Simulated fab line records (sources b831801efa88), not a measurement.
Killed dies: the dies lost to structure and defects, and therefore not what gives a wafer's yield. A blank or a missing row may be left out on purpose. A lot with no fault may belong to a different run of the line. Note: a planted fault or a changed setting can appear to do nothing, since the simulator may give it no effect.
Struck lot and sound lot, side by side || flow sky130 || 15 out of 708 route steps
Sound: the wafers L606.1, L606.4, L606.6. The struck wafers were L610.2, L610.5, L610.6. At the end, the cause is stated.
Order at every step that has rows: each side's tool, ch and its chambers, its first start. Under that, the readings that differ: sound wafers || struck wafers || difference of the means || sigmas: that difference in standard deviations of wafers without a fault.
alike: same words and numbers on both sides, and readings whose means sit less than 2 such deviations apart. not compared: any withheld reading, any reading some wafer has no value for, any bound like >300 that may hide the same value, and any number with overlapping values for which the record gives no deviation.
A row with sigmas, a row that says differs or no value, or rows on one side alone: a step with any of these is where the two part. Numbers that have no deviation but don't overlap get no sigmas and don't part them. Lack of a reading on every wafer of one side parts them only where that side has two or more wafers.

first, 3 steps without rows for these wafers: SKY_GATE_OXIDE_CLEAN_15 (cleans in SC1/SC2, time 150 s); SKY_GATE_OXIDE_OXIDATION_16 (stabilise 600 s, purge 300 s, target thk 3.57 nm); SKY_POLY_GATE_CVD_00 (deposits poly-Si, target thk 180 nm, time 720 s).
SKY_POLY_GATE_THK_MEAS_01:
  sound: film_metro-02 at day 16 19:05; struck: film_metro-02 at day 18 02:20
{"reading": "POLY_GATE_CVD_00_THK (nm)", "sound": "181.0 183.0 181.5", "struck": "177.9 178.4 177.7", "difference": -3.8, "sigmas": -2}
then, 8 steps without rows for these wafers: SKY_RES_PROTECT_DEHYDRATE_00 (time 60 s); SKY_RES_PROTECT_HMDS_01 (prime time 60 s); SKY_RES_PROTECT_COAT_02 (resist thk 1140 nm); SKY_RES_PROTECT_SOFTBAKE_03 (time 60 s); SKY_RES_PROTECT_EXPOSE_04 (exposes mask RPM, target cd 1270 nm); SKY_RES_PROTECT_PEB_05; SKY_RES_PROTECT_DEVELOP_06 (develop time 60 s); SKY_POLY_GATE_IMPLANT_02.
SKY_RES_PROTECT_STRIP_07: strips in O2/N2.
  sound on plasma_asher-01 ch 0,1, day 17 23:57; struck on plasma_asher-01 ch 0,1, day 19 08:47
  no value came back on the struck wafers for any of 5 readings (chamber_pressure_mTorr (mTorr), drypump_motor_current_A (A) and others); on the sound wafers chamber_pressure_mTorr (mTorr) reads 1499.1 1503.8 1498.7
{"reading": "model.NOVOLAK_of_RES_PROTECT_COAT_02.thk_nm (nm)", "sound": "0 0 0", "struck": "1139 1140 1141", "difference": "+1140", "sigmas": ""}
  not compared: rf_hours_counter_h
SKY_RES_PROTECT_TW_MEAS_08:
  sound: film_metro-04 at day 18 00:03; struck: film_metro-02 at day 19 08:54
{"reading": "POLY_GATE_TW", "sound": "4087 4093 4097", "struck": "3997 4046 3981", "difference": -84, "sigmas": -3}
-- record jumps: 29 days separate the struck wafers' starts on either side; left off in module RES_PROTECT, taken up again in module PAD_OPEN, whose first shown step is the route's number 708 --
SKY_PAD_OPEN_PROBE_99:
  sound: prober-01 at day 47 23:47; struck: prober-01 at day 48 16:22
{"reading": "hold", "sound": "- - -", "struck": "await_dispo/5.2h/scrap await_dispo/5.2h/scrap await_dispo/5.2h/scrap", "difference": "no value on the sound wafers", "sigmas": ""}
{"reading": "killed_at_front_end", "sound": "15 17 13", "struck": "421 416 410", "difference": "+401", "sigmas": "+93"}
{"reading": "killed_dies", "sound": "96 90 102", "struck": "492 492 492", "difference": "+396", "sigmas": "+40"}
{"reading": "killed_on_rim", "sound": "19 16 21", "struck": "96 96 96", "difference": "+77", "sigmas": "+21"}
  alike: killed_at_M0_to_M3, killed_at_M4_up, killed_at_contacts, killed_at_other, killed_open, killed_short

## WHERE THEY PART
At SKY_POLY_GATE_THK_MEAS_01 first; at SKY_PAD_OPEN_PROBE_99 last (within this record only).

WHY: whatever the simulator had introduced
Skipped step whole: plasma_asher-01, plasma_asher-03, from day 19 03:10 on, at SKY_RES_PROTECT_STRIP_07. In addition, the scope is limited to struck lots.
